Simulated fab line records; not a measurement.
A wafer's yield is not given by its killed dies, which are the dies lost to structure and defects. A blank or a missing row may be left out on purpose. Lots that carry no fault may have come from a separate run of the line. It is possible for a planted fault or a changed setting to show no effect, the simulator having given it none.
Chamber matching / flow sky130 / SKY_METAL4_ETCH_17 on rie-diel-03 has 4 sister chambers
The step etches SiO2 in C4F8/O2/Ar, stops on TiN, time 3.9 s, target depth 15 nm. 8 wafers are shown with their chamber, then 9 later ones without.

== WAFERS WITH THEIR CHAMBER ==
wafer=L079.6; chamber=1; rf-fwd-power-W (W)=1466; oes-product-au (a.u.)=0.767
wafer=L080.2; chamber=2; rf-fwd-power-W (W)=1464; oes-product-au (a.u.)=0.753
wafer=L082.4; chamber=1; rf-fwd-power-W (W)=1471; oes-product-au (a.u.)=0.759
wafer=L085.2; chamber=2; rf-fwd-power-W (W)=1465; oes-product-au (a.u.)=0.756
wafer=L085.6; chamber=0; rf-fwd-power-W (W)=1467; oes-product-au (a.u.)=0.770
wafer=L086.1; chamber=0; rf-fwd-power-W (W)=1466; oes-product-au (a.u.)=0.743
wafer=L086.4; chamber=3; rf-fwd-power-W (W)=1466; oes-product-au (a.u.)=0.764
wafer=L086.5; chamber=3; rf-fwd-power-W (W)=1467; oes-product-au (a.u.)=0.749

== WAFERS WITHOUT THEIR CHAMBER ==
wafer=L090.1; rf-fwd-power-W (W)=1464; oes-product-au (a.u.)=0.752
wafer=L090.2; rf-fwd-power-W (W)=1457; oes-product-au (a.u.)=0.758
wafer=L090.4; rf-fwd-power-W (W)=1470; oes-product-au (a.u.)=0.761
wafer=L092.1; rf-fwd-power-W (W)=1466; oes-product-au (a.u.)=0.744
wafer=L092.2; rf-fwd-power-W (W)=1470; oes-product-au (a.u.)=0.750
wafer=L092.5; rf-fwd-power-W (W)=1468; oes-product-au (a.u.)=0.749
wafer=L096.2; rf-fwd-power-W (W)=1466; oes-product-au (a.u.)=0.747
wafer=L096.4; rf-fwd-power-W (W)=1463; oes-product-au (a.u.)=0.745
wafer=L096.5; rf-fwd-power-W (W)=1479; oes-product-au (a.u.)=0.746

== WHICH CHAMBER EACH ONE RAN IN ==
wafer=L090.1; from the rows above=can't be placed: 2 or 0 or 3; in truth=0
wafer=L090.2; from the rows above=can't be placed: 2 or 0 or 3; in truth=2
wafer=L090.4; from the rows above=can't be placed: 1 or 0 or 3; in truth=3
wafer=L092.1; from the rows above=can't be placed: 0 or 3 or 2 or 1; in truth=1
wafer=L092.2; from the rows above=can't be placed: 1 or 0 or 3 or 2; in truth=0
wafer=L092.5; from the rows above=can't be placed: 0 or 3 or 1 or 2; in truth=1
wafer=L096.2; from the rows above=can't be placed: 0 or 3 or 2 or 1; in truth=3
wafer=L096.4; from the rows above=can't be placed: 2 or 0 or 3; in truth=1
wafer=L096.5; from the rows above=can't be placed: 1 or 0 or 3 or 2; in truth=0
Correctly placed: 0 of 9. These rows do not allow placing 9 (true chamber among the candidates in 8). Wrongly placed: 0.
How it was worked out, from the rows above alone: a wafer's distance from a chamber is the root of the sum, over the readings, of the square of ((its reading less the chamber's mean) divided by the reading's scatter). The wafer belongs to the nearest chamber; if the next one is less than 2 further off, it can't be placed. A chamber's mean is the mean of its shown wafers. The scatter: the root of (the sum of the squares of (reading less its chamber's mean) over the shown wafers, divided by (wafers less chambers)).
